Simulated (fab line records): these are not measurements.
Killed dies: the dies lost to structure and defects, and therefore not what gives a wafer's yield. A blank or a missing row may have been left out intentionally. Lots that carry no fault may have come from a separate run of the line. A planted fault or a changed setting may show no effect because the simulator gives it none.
fab line records | flow sky130
[record] lots = 6 wafers = 18 last_day = 50
route steps=708 shown DNWELL@41 PWDE@45 NWELL@56 PAD_OPEN@708
lots with no fault: from the same line, run without faults
start_h: start of the lot's first displayed wafer, in hours after the record's first day | wait_h: time in hours since the lot's previous step | " the same as in the row above | L1.1+2: a row that stands for several wafers | - no value, or no start given | * or withheld: withheld | < > ~ a bound
route shown NAME@n: NAME is a module with steps in the file, n the number in the route of the first one | usual: mean and standard deviation over wafers with no fault | same: alike in all rows | chamber/n: place in a boat | sites: per-site readings | _std_site: the values' standard deviation | _edge_site: the outer-site mean with the inner-site mean subtracted | radius_mm: for every site, how far away it sits from the centre of the wafer | mask NAME#n: copy n | behind: the most recent tool/chamber to have shaped the wafer | hold: why the lot was held/for how many hours/how that ended | device: transistor that didn't switch, given as n, p or np | end of line: the route-end tests of the same wafers | step lacking rows: just its recipe | killed: count of dies lost to structure and defects at first sort (not the wafer's yield) | map: a wafer's dies, x killed, . not, _ none there
set.NAME: the setting as run; set.NAME@STEP: as run at that earlier step | model.NAME: the simulator's own value behind a step, which no gauge read
lots at selected steps of the route; one table per step, one row per wafer
services: when a tool's chamber went out of use (start_h, in hours from the record's first day, below 0 if earlier), for how many hours, and the reason
[[steps]]
[step SKY_DNWELL_DEVELOP_06]
[recipe] wall_angle_deg = 90 developer = TMAH develop_time_s = 60 dev_temp_c = 23
[step SKY_DNWELL_IMPLANT_07]
[recipe] species = P energy_kev = withheld dose_cm2 = withheld tilt_deg = withheld
[step SKY_DNWELL_STRIP_08]
[recipe] chemistry = O2/N2 power_w = 1400 pressure_mtorr = 1500 platen_temp_c = withheld o2_flow_sccm = 3000 n2_flow_sccm = 300 overash_fraction = 0.5
[usual] drypump_motor_current_A = 5.8/0.59 oes_product_au = 0.722/0.0052 strip_time_to_endpoint_s = 36.95/0.093
[same] overash_fraction = 0.5
// columns lot.wafer tool chamber start_h wait_h drypump_motor_current_A oes_product_au rf_hours_counter_h strip_time_to_endpoint_s
L426.3 plasma_asher-04 0 66.38 0.1 4.7 0.719 - 37.00
L426.4 " 1 " " 5.4 0.714 - 37.02
L426.6 " 0 " " 4.7 0.726 - 36.93
L430.2 plasma_asher-04 0 84.49 0.1 4.7 0.719 26 36.88
L430.4 " 0 " " 4.7 0.717 - 37.01
L430.6 " 0 " " 4.7 0.718 - 36.88
L440.1 plasma_asher-01 1 140.94 0.1 5.6 0.724 46 37.04
L440.3 " 1 " " 5.6 0.722 - 36.98
L440.4 " 0 " " 5.9 0.722 - 37.01
L441.1 plasma_asher-02 1 146.04 0.1 6.1 0.724 47 36.93
L441.3 " 1 " " 6.1 0.725 - 36.98
L441.5 " 0 " " 6.6 0.725 - 36.85
L444.2 plasma_asher-01 0 160.83 0.1 5.8 0.722 48 36.78
L444.5 " 1 " " 5.6 0.715 - 36.91
L444.6 " 0 " " 5.8 0.719 - 36.94
L446.1 plasma_asher-01 1 170.50 0.1 5.6 0.723 49 37.05
L446.3 " 0 " " 5.8 0.727 - 37.05
L446.5 " 0 " " 5.8 0.729 - 37.03
[step SKY_DNWELL_TW_MEAS_09]
[usual] DNWELL_TW = 1123/7
// columns lot.wafer tool chamber start_h wait_h DNWELL_TW
L426.3 film_metro-03 - 66.47 0.1 1129
L426.4 " - " " 1124
L426.6 " - " " 1124
L430.2 film_metro-04 - 84.60 0.1 1119
L430.4 " - " " 1118
L430.6 " - " " 1120
L440.1 film_metro-03 - 141.04 0.1 1135
L440.3 " - " " 1133
L440.4 " - " " 1128
L441.1 film_metro-04 - 146.14 0.1 1121
L441.3 " - " " 1125
L441.5 " - " " 1126
L444.2 film_metro-02 - 160.94 0.1 1115
L444.5 " - " " 1112
L444.6 " - " " 1112
L446.1 film_metro-02 - 170.60 0.1 1123
L446.3 " - " " 1128
L446.5 " - " " 1125
[step SKY_PWDE_DEHYDRATE_00]
[recipe] temp_c = 200 time_s = 60
[step SKY_PWDE_HMDS_01]
[recipe] prime_time_s = 60 prime_temp_c = 120
[step SKY_PWDE_COAT_02]
[recipe] spin_rpm = 2000 resist_thk_nm = 3000
[step SKY_PWDE_SOFTBAKE_03]
[recipe] temp_c = 110 time_s = withheld
[step SKY_PWDE_EXPOSE_04]
[recipe] mask_id = PWDEM na = 0.6 source_shape = conventional sigma_outer = 0.6 polarization = unpolarized target_cd_nm = 840 dose_mj = 214
[step SKY_PWDE_PEB_05]
[recipe] temp_c = 115 time_s = withheld
[step SKY_PWDE_DEVELOP_06]
[recipe] wall_angle_deg = 90 developer = TMAH develop_time_s = 60 dev_temp_c = 23
[step SKY_PWDE_OVL_MEAS_07]
[usual] PWDE_OVL = 0.4/1.5
// columns lot.wafer tool chamber start_h wait_h PWDE_OVL[nm]
L426.3 overlay-01 - 83.30 - -1.2
L426.4 " - " " -0.8
L426.6 " - " " -0.9
L430.2 overlay-01 - 100.64 - 0.6
L430.4 " - " " 1.5
L430.6 " - " " 0.4
L440.1 overlay-01 - 161.03 - -0.8
L440.3 " - " " -1.3
L440.4 " - " " -1.1
L441.1 overlay-01 - 165.95 - 0.6
L441.3 " - " " -1.0
L441.5 " - " " -1.2
L444.2 overlay-01 - 181.50 - -2.0
L444.5 " - " " -1.6
L444.6 " - " " -1.4
L446.1 overlay-01 - 192.03 - 1.2
L446.3 " - " " 0.8
L446.5 " - " " 0.5
[step SKY_PWDE_IMPLANT_08]
[recipe] species = B energy_kev = 150 dose_cm2 = 3.6e+12 tilt_deg = withheld
[usual] dose_ions_cm2 = 3.6e+12/3.9e+09
// columns lot.wafer tool chamber start_h wait_h dose_ions_cm2
L426.3 implanter-02 0 83.37 0.1 3.6e+12
L426.4 " 0 " " 3.611e+12
L426.6 " 0 " " 3.602e+12
L430.2 implanter-04 0 100.70 0.0 3.602e+12
L430.4 " 0 " " 3.6e+12
L430.6 " 0 " " 3.599e+12
L440.1 implanter-04 0 161.07 0.0 3.524e+12
L440.3 " 0 " " 3.536e+12
L440.4 " 0 " " 3.525e+12
L441.1 implanter-04 0 165.98 0.0 3.524e+12
L441.3 " 0 " " 3.533e+12
L441.5 " 0 " " 3.521e+12
L444.2 implanter-02 0 181.56 0.0 3.6e+12
L444.5 " 0 " " 3.604e+12
L444.6 " 0 " " 3.596e+12
L446.1 implanter-03 0 192.07 0.0 3.603e+12
L446.3 " 0 " " 3.6e+12
L446.5 " 0 " " 3.602e+12
[step SKY_PWDE_STRIP_09]
[recipe] chemistry = O2/N2 power_w = 1400 pressure_mtorr = 1500 platen_temp_c = withheld o2_flow_sccm = 3000 n2_flow_sccm = 300 overash_fraction = 0.5
[usual] drypump_motor_current_A = 6.0/0.4 oes_product_au = 0.723/0.0046 strip_time_to_endpoint_s = 36.93/0.1
[same] overash_fraction = 0.5
// columns lot.wafer tool chamber start_h wait_h drypump_motor_current_A oes_product_au rf_hours_counter_h strip_time_to_endpoint_s
L426.3 plasma_asher-01 0 83.50 0.1 5.8 0.719 - 36.99
L426.4 " 1 " " 5.6 0.726 - 37.03
L426.6 " 0 " " 5.9 0.723 - 37.00
L430.2 plasma_asher-01 0 100.82 0.1 5.8 0.721 42 36.90
L430.4 " 1 " " 5.7 0.716 - 36.79
L430.6 " 0 " " 5.8 0.725 - 36.80
L440.1 plasma_asher-01 1 161.22 0.1 5.6 0.720 48 36.98
L440.3 " 0 " " 5.8 0.717 - 37.04
L440.4 " 1 " " 5.6 0.729 - 37.00
L441.1 plasma_asher-03 1 166.13 0.1 5.5 0.722 5 37.14
L441.3 " 1 " " 5.5 0.731 - 37.06
L441.5 " 1 " " 5.5 0.722 - 37.12
L444.2 plasma_asher-02 1 181.68 0.1 6.1 0.716 51 36.92
L444.5 " 0 " " 6.6 0.726 - 36.93
L444.6 " 1 " " 6.1 0.726 - 36.85
L446.1 plasma_asher-02 1 192.22 0.1 6.1 0.725 52 36.98
L446.3 " 1 " " 6.1 0.721 - 36.83
L446.5 " 0 " " 6.6 0.726 - 36.95
[step SKY_PWDE_TW_MEAS_10]
[usual] PWDE_TW = 377.5/2.8
// columns lot.wafer tool chamber start_h wait_h PWDE_TW
L426.3 film_metro-03 - 83.59 0.1 381.8
L426.4 " - " " 382.6
L426.6 " - " " 381.0
L430.2 film_metro-04 - 100.93 0.1 378.1
L430.4 " - " " 376.7
L430.6 " - " " 378.3
L440.1 film_metro-02 - 161.32 0.1 368.2
L440.3 " - " " 372.7
L440.4 " - " " 370.9
L441.1 film_metro-04 - 166.23 0.1 375.3
L441.3 " - " " 376.0
L441.5 " - " " 375.4
L444.2 film_metro-04 - 181.79 0.1 377.6
L444.5 " - " " 377.1
L444.6 " - " " 376.8
L446.1 film_metro-02 - 192.32 0.1 374.0
L446.3 " - " " 374.8
L446.5 " - " " 375.4
[step SKY_NWELL_DEHYDRATE_03]
[recipe] temp_c = 200 time_s = 60
[step SKY_NWELL_HMDS_04]
[recipe] prime_time_s = 60 prime_temp_c = 120
[step SKY_NWELL_COAT_05]
[recipe] spin_rpm = 2000 resist_thk_nm = 3000
[step SKY_NWELL_SOFTBAKE_06]
[recipe] temp_c = 110 time_s = withheld
[step SKY_NWELL_EXPOSE_07]
[recipe] mask_id = NWM na = 0.6 source_shape = conventional sigma_outer = 0.6 polarization = unpolarized target_cd_nm = 840 dose_mj = 255
[step SKY_NWELL_PEB_08]
[recipe] temp_c = 115 time_s = withheld
[step SKY_NWELL_DEVELOP_09]
[recipe] wall_angle_deg = 90 developer = TMAH develop_time_s = 60 dev_temp_c = 23
[step SKY_NWELL_OVL_MEAS_10]
[usual] NWELL_00_OVL = -0.3/1.4
// columns lot.wafer tool chamber start_h wait_h NWELL_00_OVL[nm]
L426.3 overlay-01 - 100.26 - -0.8
L426.4 " - " " -1.7
L426.6 " - " " -0.7
L430.2 overlay-02 - 119.50 - -1.7
L430.4 " - " " -3.2
L430.6 " - " " -2.4
L440.1 overlay-02 - 182.34 - -0.8
L440.3 " - " " 1.0
L440.4 " - " " -0.2
L441.1 overlay-02 - 187.13 - -0.3
L441.3 " - " " 0.7
L441.5 " - " " 0.2
L444.2 overlay-02 - 202.99 - 0.8
L444.5 " - " " 0.5
L444.6 " - " " 1.7
L446.1 overlay-02 - 213.98 - 0.5
L446.3 " - " " -0.5
L446.5 " - " " -0.3
[step SKY_NWELL_IMPLANT_11]
[recipe] species = P energy_kev = 400 dose_cm2 = 1.9e+13 tilt_deg = withheld
[step SKY_NWELL_IMPLANT_12]
[recipe] species = P energy_kev = 120 dose_cm2 = 1.3e+12 tilt_deg = withheld
[step SKY_NWELL_IMPLANT_13]
[recipe] species = P energy_kev = 50 dose_cm2 = 7e+11 tilt_deg = withheld
[step SKY_NWELL_STRIP_14]
[recipe] chemistry = O2/N2 power_w = 1400 pressure_mtorr = 1500 platen_temp_c = withheld o2_flow_sccm = 3000 n2_flow_sccm = 300 overash_fraction = 0.5
[usual] drypump_motor_current_A = 5.4/0.37 oes_product_au = 0.722/0.0048 strip_time_to_endpoint_s = 36.99/0.095
[same] overash_fraction = 0.5
// columns lot.wafer tool chamber start_h wait_h drypump_motor_current_A oes_product_au rf_hours_counter_h strip_time_to_endpoint_s
L426.3 plasma_asher-04 0 100.77 0.1 4.7 0.717 - 37.00
L426.4 " 1 " " 5.4 0.723 - 37.04
L426.6 " 1 " " 5.3 0.723 - 36.83
L430.2 plasma_asher-01 1 119.98 0.1 5.6 0.721 44 36.99
L430.4 " 1 " " 5.6 0.723 - 37.17
L430.6 " 1 " " 5.6 0.721 - 36.95
L440.1 plasma_asher-03 1 182.83 0.1 5.5 0.726 6 36.81
L440.3 " 1 " " 5.5 0.726 - 36.95
L440.4 " 0 " " 5.6 0.725 - 36.87
L441.1 plasma_asher-04 1 187.62 0.1 5.4 0.732 37 36.90
L441.3 " 1 " " 5.4 0.728 - 36.82
L441.5 " 0 " " 4.7 0.712 - 36.94
L444.2 plasma_asher-01 1 203.47 0.1 5.7 0.724 51 37.03
L444.5 " 1 " " 5.6 0.715 - 37.07
L444.6 " 0 " " 5.9 0.721 - 37.06
L446.1 plasma_asher-03 1 214.47 0.1 5.5 0.728 10 37.18
L446.3 " 1 " " 5.5 0.720 - 37.20
L446.5 " 1 " " 5.5 0.713 - 37.14
[step SKY_NWELL_TW_MEAS_15]
[usual] NWELL_TW = 1834/9.1
// columns lot.wafer tool chamber start_h wait_h NWELL_TW
L426.3 film_metro-02 - 100.85 0.1 1830
L426.4 " - " " 1826
L426.6 " - " " 1823
L430.2 film_metro-03 - 120.09 0.1 1841
L430.4 " - " " 1847
L430.6 " - " " 1849
L440.1 film_metro-02 - 182.93 0.1 1836
L440.3 " - " " 1838
L440.4 " - " " 1839
L441.1 film_metro-04 - 187.72 0.1 1841
L441.3 " - " " 1824
L441.5 " - " " 1835
L444.2 film_metro-04 - 203.58 0.1 1845
L444.5 " - " " 1841
L444.6 " - " " 1837
L446.1 film_metro-03 - 214.57 0.1 1841
L446.3 " - " " 1819
L446.5 " - " " 1839
[step SKY_NWELL_DEHYDRATE_16]
[recipe] temp_c = 200 time_s = 60
[step SKY_NWELL_HMDS_17]
[recipe] prime_time_s = 60 prime_temp_c = 120
[step SKY_NWELL_COAT_18]
[recipe] spin_rpm = 2000 resist_thk_nm = 3000
[step SKY_NWELL_SOFTBAKE_19]
[recipe] temp_c = 110 time_s = withheld
[step SKY_NWELL_EXPOSE_20]
[recipe] mask_id = NWM_COMPLEMENT na = 0.6 source_shape = conventional sigma_outer = 0.6 polarization = unpolarized target_cd_nm = 840 dose_mj = 260
[step SKY_NWELL_PEB_21]
[recipe] temp_c = 115 time_s = withheld
[step SKY_NWELL_DEVELOP_22]
[recipe] wall_angle_deg = 90 developer = TMAH develop_time_s = 60 dev_temp_c = 23
[step SKY_NWELL_OVL_MEAS_23]
[usual] NWELL_01_OVL = -0.2/1.2
// columns lot.wafer tool chamber start_h wait_h NWELL_01_OVL[nm]
L426.3 overlay-01 - 119.44 - -0.1
L426.4 " - " " 1.3
L426.6 " - " " 2.7
L430.2 overlay-02 - 138.25 - 0.8
L430.4 " - " " -0.1
L430.6 " - " " 0.2
L440.1 overlay-01 - 204.30 - 1.7
L440.3 " - " " 1.6
L440.4 " - " " 1.0
L441.1 overlay-02 - 209.45 - -0.6
L441.3 " - " " 0.5
L441.5 " - " " 1.6
L444.2 overlay-02 - 226.25 - 0.4
L444.5 " - " " 0.2
L444.6 " - " " 2.2
L446.1 overlay-02 - 235.43 - 0.9
L446.3 " - " " 0.9
L446.5 " - " " 0.3
[step SKY_NWELL_IMPLANT_24]
[recipe] species = B energy_kev = 140 dose_cm2 = 9.2e+12 tilt_deg = withheld
[step SKY_NWELL_STRIP_25]
[recipe] chemistry = O2/N2 power_w = 1400 pressure_mtorr = 1500 platen_temp_c = withheld o2_flow_sccm = 3000 n2_flow_sccm = 300 overash_fraction = 0.5
[usual] drypump_motor_current_A = 5.4/0.39 oes_product_au = 0.722/0.0044 strip_time_to_endpoint_s = 36.94/0.11
[same] overash_fraction = 0.5
// columns lot.wafer tool chamber start_h wait_h drypump_motor_current_A oes_product_au rf_hours_counter_h strip_time_to_endpoint_s
L426.3 plasma_asher-01 0 119.65 0.1 5.8 0.717 - 37.00
L426.4 " 1 " " 5.6 0.720 - 36.97
L426.6 " 0 " " 5.9 0.716 - 36.98
L430.2 plasma_asher-04 0 138.43 0.1 4.7 0.723 32 37.10
L430.4 " 0 " " 4.8 0.731 - 37.08
L430.6 " 1 " " 5.4 0.718 - 37.05
L440.1 plasma_asher-04 0 204.48 0.1 4.7 0.723 39 36.93
L440.3 " 0 " " 4.7 0.721 - 36.88
L440.4 " 1 " " 5.4 0.723 - 36.81
L441.1 plasma_asher-01 0 209.63 0.1 5.8 0.722 51 37.00
L441.3 " 1 " " 5.6 0.723 - 36.86
L441.5 " 1 " " 5.6 0.728 - 36.92
L444.2 plasma_asher-01 0 226.43 0.1 5.8 0.719 53 36.97
L444.5 " 0 " " 5.8 0.716 - 36.89
L444.6 " 1 " " 5.6 0.724 - 36.90
L446.1 plasma_asher-03 0 235.62 0.1 5.6 0.721 12 37.02
L446.3 " 1 " " 5.5 0.716 - 36.96
L446.5 " 0 " " 5.6 0.725 - 36.91
[step SKY_NWELL_TW_MEAS_26]
[usual] NWELL_2_TW = 500.7/2.8
// columns lot.wafer tool chamber start_h wait_h NWELL_2_TW
L426.3 film_metro-03 - 119.74 0.1 499.3
L426.4 " - " " 499.8
L426.6 " - " " 497.7
L430.2 film_metro-04 - 138.54 0.1 501.7
L430.4 " - " " 503.6
L430.6 " - " " 504.5
L440.1 film_metro-02 - 204.58 0.1 497.0
L440.3 " - " " 500.4
L440.4 " - " " 493.6
L441.1 film_metro-04 - 209.73 0.1 504.4
L441.3 " - " " 506.1
L441.5 " - " " 503.7
L444.2 film_metro-04 - 226.54 0.1 497.8
L444.5 " - " " 498.3
L444.6 " - " " 498.6
L446.1 film_metro-03 - 235.72 0.1 502.6
L446.3 " - " " 502.5
L446.5 " - " " 501.0
[step SKY_NWELL_CLEAN_27]
[recipe] chemistry = SC1/SC2 mix = 1:4:20 temp_c = 70 time_s = 150 dry = n2_spin
[step SKY_NWELL_RTA_28]
[recipe] temp_c = 1050 time_s = 30 idle_temp_c = 650 ramp_up_c_per_s = 150 ramp_down_c_per_s = 90 ambient = N2
[usual] lamp_power_pct = 25.30/0.051 wafer_temp_C_max = 1055.0/1.1
// columns lot.wafer tool chamber start_h wait_h lamp_power_pct wafer_temp_C_max
L426.3 rtp_anneal-02 0 119.91 0.0 25.30 1053.2
L426.4 " 0 " " 25.26 1057.6
L426.6 " 0 " " 25.25 1056.3
L430.2 rtp_anneal-01 0 138.65 0.0 25.27 1055.9
L430.4 " 0 " " 25.32 1054.5
L430.6 " 0 " " 25.30 1054.8
L440.1 rtp_anneal-02 0 204.69 0.0 25.25 1053.3
L440.3 " 0 " " 25.28 1056.0
L440.4 " 0 " " 25.34 1054.1
L441.1 rtp_anneal-02 0 209.84 0.0 25.30 1053.9
L441.3 " 0 " " 25.19 1054.8
L441.5 " 0 " " 25.28 1055.8
L444.2 rtp_anneal-01 0 226.66 0.0 25.27 1051.9
L444.5 " 0 " " 25.29 1053.9
L444.6 " 0 " " 25.34 1054.0
L446.1 rtp_anneal-02 0 235.83 0.0 25.31 1055.3
L446.3 " 0 " " 25.30 1055.2
L446.5 " 0 " " 25.37 1056.9
[step SKY_NWELL_RS_MEAS_29]
[recipe] thk_meas_gauge = four-point-probe
[usual] NWELL_RS = 625.1/1.4
// columns lot.wafer tool chamber start_h wait_h NWELL_RS[ohm/sq]
L426.3 film_metro-04 - 120.02 0.1 626.9
L426.4 " - " " 624.6
L426.6 " - " " 623.5
L430.2 film_metro-03 - 138.76 0.1 623.6
L430.4 " - " " 623.6
L430.6 " - " " 624.0
L440.1 film_metro-04 - 204.79 0.1 625.5
L440.3 " - " " 622.8
L440.4 " - " " 624.6
L441.1 film_metro-03 - 209.94 0.1 626.4
L441.3 " - " " 626.6
L441.5 " - " " 627.1
L444.2 film_metro-03 - 226.77 0.1 626.6
L444.5 " - " " 629.7
L444.6 " - " " 627.8
L446.1 film_metro-04 - 236.03 0.2 624.0
L446.3 " - " " 624.5
L446.5 " - " " 624.0
[step SKY_NWELL_RS_MEAS_31]
[recipe] thk_meas_gauge = four-point-probe
[usual] PWDE_RS = 5271/17
// columns lot.wafer tool chamber start_h wait_h PWDE_RS[ohm/sq]
L426.3 film_metro-04 - 120.26 0.1 5265
L426.4 " - " " 5281
L426.6 " - " " 5255
L430.2 film_metro-03 - 139.00 0.1 5279
L430.4 " - " " 5297
L430.6 " - " " 5291
L440.1 film_metro-04 - 205.03 0.1 5349
L440.3 " - " " 5364
L440.4 " - " " 5358
L441.1 film_metro-03 - 210.18 0.1 5378
L441.3 " - " " 5384
L441.5 " - " " 5368
L444.2 film_metro-03 - 227.01 0.1 5252
L444.5 " - " " 5266
L444.6 " - " " 5258
L446.1 film_metro-04 - 236.27 0.1 5299
L446.3 " - " " 5290
L446.5 " - " " 5284
[step SKY_PAD_OPEN_PROBE_99]
[usual] killed_at_M0_to_M3 = 42/7.6 killed_at_M4_up = 2.9/1.7 killed_at_contacts = 24/5.1 killed_at_front_end = 15/4 killed_at_other = 0.2/0.38 killed_dies = 84/9.9 killed_open = 46/7.2 killed_short = 38/6.6
[same] gross_dies = 492 killed_at_back_side = 0
// columns lot.wafer tool chamber start_h wait_h killed_at_M0_to_M3 killed_at_M4_up killed_at_contacts killed_at_front_end killed_at_other killed_dies killed_open killed_short model.etest.res_pwde_under_gate.rs_ohm_sq
L426.3 prober-02 - 1091.76 0.2 39 0 31 16 0 86 44 42 6133
L426.4 prober-02 - 1091.81 0.2 42 3 29 18 0 92 48 44 6184
L426.6 prober-02 - 1091.91 0.2 45 1 22 15 0 83 48 35 6094
L430.2 prober-02 - 1116.39 0.1 46 3 30 26 0 105 46 59 6151
L430.4 prober-02 - 1116.49 0.2 36 7 32 18 0 93 50 43 6220
L430.6 prober-02 - 1116.59 0.2 53 4 27 10 0 94 48 46 6176
L440.1 prober-02 - 1169.45 0.1 41 3 12 16 1 73 45 28 6410
L440.3 prober-02 - 1169.55 0.2 46 5 23 9 0 83 51 32 6396
L440.4 prober-02 - 1169.60 0.2 53 7 23 10 0 93 44 49 6377
L441.1 prober-01 - 1181.30 0.1 30 5 25 10 0 70 45 25 6327
L441.3 prober-01 - 1181.40 0.2 44 5 23 16 0 88 51 37 6349
L441.5 prober-01 - 1181.50 0.2 37 2 26 16 0 81 49 32 6307
L444.2 prober-02 - 1184.60 0.1 44 4 24 23 0 95 49 46 6161
L444.5 prober-02 - 1184.75 0.2 54 3 26 15 0 98 52 46 6141
L444.6 prober-02 - 1184.80 0.2 39 2 18 14 0 73 42 31 6131
L446.1 prober-02 - 1196.32 0.1 41 3 19 9 0 72 37 35 6261
L446.3 prober-02 - 1196.42 0.2 40 3 28 17 0 88 46 42 6264
L446.5 prober-02 - 1196.52 0.2 42 4 25 21 0 92 52 40 6259
// killed by level:class
L426.3 CONTACT:geometric_particle:open=10 LI_CONTACT:geometric_particle:open=8 FIELD_ISO:geometric_particle:short=7 CONTACT:geometric_particle:short=7 VIA1:geometric_particle:open=7 METAL2:geometric_particle:short=6 FIELD_ISO:geometric_particle:open=5 VIA2:geometric_particle:open=5
L426.4 LI_CONTACT:geometric_particle:open=9 VIA1:geometric_particle:short=8 CONTACT:geometric_particle:open=7 LOCAL_INTERCONNECT:geometric_particle:short=6 METAL1:geometric_particle:short=6 VIA2:geometric_particle:open=6 FIELD_ISO:geometric_particle:short=5 VIA1:geometric_particle:open=5
L426.6 CONTACT:geometric_particle:open=9 VIA1:geometric_particle:open=9 METAL2:geometric_particle:short=7 VIA3:geometric_particle:open=7 VIA2:geometric_particle:open=5 LI_CONTACT:geometric_particle:short=4 LI_CONTACT:geometric_particle:open=4 VIA2:geometric_particle:short=4
L430.2 VIA1:geometric_particle:open=11 FIELD_ISO:geometric_particle:open=9 LOCAL_INTERCONNECT:geometric_particle:short=8 VIA1:geometric_particle:short=8 FIELD_ISO:geometric_particle:short=7 CONTACT:geometric_particle:open=7 METAL2:geometric_particle:short=7 VIA3:geometric_particle:open=6
L430.4 CONTACT:geometric_particle:open=13 VIA1:geometric_particle:open=7 CONTACT:geometric_particle:short=7 VIA3:geometric_particle:open=7 FIELD_ISO:geometric_particle:short=6 VIA3:geometric_particle:short=6 VIA2:geometric_particle:open=5 METAL4:geometric_particle:short=5
L430.6 CONTACT:geometric_particle:open=13 VIA1:geometric_particle:open=11 METAL2:geometric_particle:short=9 VIA3:geometric_particle:open=7 CONTACT:geometric_particle:short=6 VIA1:geometric_particle:short=5 VIA3:geometric_particle:short=5 LI_CONTACT:geometric_particle:short=4
L440.1 VIA1:geometric_particle:open=10 VIA3:geometric_particle:open=10 VIA2:geometric_particle:open=7 POLY_GATE:geometric_particle:short=5 LI_CONTACT:geometric_particle:open=5 POLY_GATE:geometric_particle:open=4 VIA1:geometric_particle:short=4 FIELD_ISO:geometric_particle:open=3
L440.3 VIA1:geometric_particle:open=14 CONTACT:geometric_particle:open=9 VIA2:geometric_particle:open=7 VIA3:geometric_particle:open=7 LI_CONTACT:geometric_particle:open=6 METAL2:geometric_particle:short=6 METAL1:geometric_particle:short=5 LOCAL_INTERCONNECT:geometric_particle:short=3
L440.4 VIA1:geometric_particle:open=13 LI_CONTACT:geometric_particle:open=8 METAL2:geometric_particle:short=7 VIA2:geometric_particle:open=7 METAL3:geometric_particle:short=7 VIA1:geometric_particle:short=6 LOCAL_INTERCONNECT:geometric_particle:short=5 CONTACT:geometric_particle:open=5
L441.1 CONTACT:geometric_particle:open=9 VIA3:geometric_particle:open=9 LI_CONTACT:geometric_particle:open=8 VIA1:geometric_particle:open=6 FIELD_ISO:geometric_particle:open=4 CONTACT:geometric_particle:short=4 VIA3:geometric_particle:short=3 POLY_GATE:geometric_particle:short=2
L441.3 VIA1:geometric_particle:open=12 CONTACT:geometric_particle:open=12 METAL1:geometric_particle:short=9 FIELD_ISO:geometric_particle:open=7 VIA3:geometric_particle:open=7 LI_CONTACT:geometric_particle:open=5 METAL4:geometric_particle:short=5 VIA3:geometric_particle:short=4
L441.5 METAL1:geometric_particle:short=9 LI_CONTACT:geometric_particle:open=9 CONTACT:geometric_particle:open=9 VIA1:geometric_particle:open=8 VIA3:geometric_particle:open=6 FIELD_ISO:geometric_particle:open=5 FIELD_ISO:geometric_particle:short=4 POLY_GATE:geometric_particle:open=4
L444.2 CONTACT:geometric_particle:open=9 METAL2:geometric_particle:short=9 VIA1:geometric_particle:open=9 FIELD_ISO:geometric_particle:open=6 VIA3:geometric_particle:open=5 METAL1:geometric_particle:short=5 VIA1:geometric_particle:short=5 VIA2:geometric_particle:open=5
L444.5 CONTACT:geometric_particle:open=12 VIA1:geometric_particle:open=10 METAL2:geometric_particle:short=10 VIA2:geometric_particle:open=9 LI_CONTACT:geometric_particle:open=5 VIA1:geometric_particle:short=5 VIA2:geometric_particle:short=5 LI_CONTACT:geometric_particle:short=4
L444.6 VIA1:geometric_particle:open=10 CONTACT:geometric_particle:open=9 VIA2:geometric_particle:open=9 FIELD_ISO:geometric_particle:short=6 METAL1:geometric_particle:short=5 METAL2:geometric_particle:short=4 FIELD_ISO:geometric_particle:open=3 LOCAL_INTERCONNECT:geometric_particle:open=3
L446.1 VIA1:geometric_particle:open=8 LI_CONTACT:geometric_particle:open=7 CONTACT:geometric_particle:open=7 METAL1:geometric_particle:short=7 VIA3:geometric_particle:open=5 METAL3:geometric_particle:short=5 METAL2:geometric_particle:short=4 FIELD_ISO:geometric_particle:short=3
L446.3 CONTACT:geometric_particle:open=12 METAL2:geometric_particle:short=7 VIA1:geometric_particle:open=7 METAL1:geometric_particle:short=7 FIELD_ISO:geometric_particle:short=6 LI_CONTACT:geometric_particle:open=6 VIA3:geometric_particle:open=5 POLY_GATE:geometric_particle:short=4
L446.5 LI_CONTACT:geometric_particle:open=10 VIA1:geometric_particle:open=10 METAL2:geometric_particle:short=8 CONTACT:geometric_particle:open=7 POLY_GATE:geometric_particle:short=6 VIA2:geometric_particle:open=6 VIA3:geometric_particle:open=5 VIA1:geometric_particle:short=5
[[services]]
// columns tool chamber start_h hours kind
implanter-02 - 70.13 2.8 repair
implanter-04 - 79.45 10.7 pm
implanter-04 - 90.16 3.5 pm
plasma_asher-03 - 92.59 10.3 repair
plasma_asher-03 - 108.75 9.0 pm
plasma_asher-03 0 108.75 9.0 vent_cycle
plasma_asher-03 1 108.75 9.0 vent_cycle
plasma_asher-03 0 117.75 - clean
plasma_asher-03 1 117.75 - clean
plasma_asher-01 - 127.37 2.8 pm
plasma_asher-01 - 178.17 14.6 pm
rtp_anneal-02 - 186.17 2.9 pm
implanter-02 - 187.07 5.2 repair
implanter-02 - 191.37 15.3 repair
plasma_asher-02 - 213.26 2.0 repair
[[key]]
[first_sign] step = SKY_PWDE_IMPLANT_08 reading = dose_ions_cm2 direction = down sigmas = 19 usual = * struck = *
[effect] step = SKY_PWDE_TW_MEAS_10 reading = PWDE_TW direction = down sigmas = 1.6 usual = 377.5 struck = 373.1
[effect] step = SKY_NWELL_RS_MEAS_31 reading = PWDE_RS direction = up sigmas = 5.7 usual = 5271 struck = 5367
[model_effect] step = SKY_PAD_OPEN_PROBE_99 value = etest.res_pwde_under_gate.rs_ohm_sq without = 6236 struck = 6361
met_at SKY_PWDE_IMPLANT_08
struck_wafers L440.1,L440.3,L440.4,L441.1,L441.3,L441.5
tester_left_out L440,L441
onset_between 100.70 161.07
[fault] kind = process_parameter_drift tool = implanter-04 chamber = - onset_h = 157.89 steps = SKY_PWDE_IMPLANT_08 channel = dose_cm2 offset = * shape = step end_h = 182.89 acts_in = * stated = *
// tester_left_out: of these lots the tester's yield and bins aren't shown, on N5 and GAA mostly nor the transistor test; their killed dies are dies lost to structure and defects alone, not to doping, threshold or leakage, so they don't give the yield
